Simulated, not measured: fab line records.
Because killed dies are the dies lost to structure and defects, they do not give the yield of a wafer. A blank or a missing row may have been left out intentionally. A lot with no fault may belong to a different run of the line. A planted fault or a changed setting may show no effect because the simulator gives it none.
Which tool did it? | flow sky130 | Sampling: 7 lots, 21 wafers, 2 of 708 route steps

## WHAT EACH GAUGE READ, for each wafer
SKY_SONOS_TUNNEL_TW_MEAS_12.
lot  | measured     | on            | SONOS_TUNNEL_TW
L133 | day 11 23:30 | film metro-01 | 199.0 199.7 198.2
L136 | day 13 02:37 | film metro-01 | 30.4 30.5 30.4
L144 | day 15 08:22 | film metro-01 | 200.0 198.3 198.4
L147 | day 17 10:56 | film metro-04 | 195.5 193.6 194.9
L149 | day 17 21:35 | film metro-01 | 198.3 198.0 198.6
L151 | day 18 17:01 | film metro-04 | 194.5 195.5 194.5
L154 | day 19 00:30 | film metro-01 | 197.5 198.9 197.7

## TOOL THAT RAN EACH LOT (tool first, then ch and the chambers of the sampled wafers, then the start)
lot  | SKY_VT_ADJUST_PCH_STRIP_09
L133 | plasma asher-01 ch 0, day 10 23:37
L136 | plasma asher-04 ch 0,1, day 12 01:13
L144 | plasma asher-03 ch 0,1, day 14 05:04
L147 | plasma asher-04 ch 0,1, day 16 05:19
L149 | plasma asher-04 ch 0,1, day 16 15:28
L151 | plasma asher-04 ch 0,1, day 17 11:28
L154 | plasma asher-03 ch 0,1, day 17 18:52
- SKY_VT_ADJUST_PCH_STRIP_09: strips in O2/N2.

## THE ANSWER, worked out from the rows above alone
Rule: what is usual is taken from the lots themselves. Put in order of their means at a reading, lots are off if they are a third of the lots or fewer, leave a main group of 4 or more, and stand apart from it by a gap of 3 or more times the standard deviation of the main group's means; of several such gaps the widest counts. The tables above print the reading to a certain number of digits; a main group whose means all agree to those digits is not used. A lot without any number at a reading at which 4 lots or more have one is off too. All remaining lots with rows at the step are treated as sound.
Off: L136, at SKY_SONOS_TUNNEL_TW_MEAS_12 (SONOS_TUNNEL_TW). The main group: mean 197.3, standard deviation 1.8.
A tool fits if, at a process step before that reading, it ran every lot that is off, and no sound lot after the first of them. The gauges at SKY_SONOS_TUNNEL_TW_MEAS_12 are tried like those tools. No candidate that was tried fits.

## WHAT THE SIMULATOR PUT IN
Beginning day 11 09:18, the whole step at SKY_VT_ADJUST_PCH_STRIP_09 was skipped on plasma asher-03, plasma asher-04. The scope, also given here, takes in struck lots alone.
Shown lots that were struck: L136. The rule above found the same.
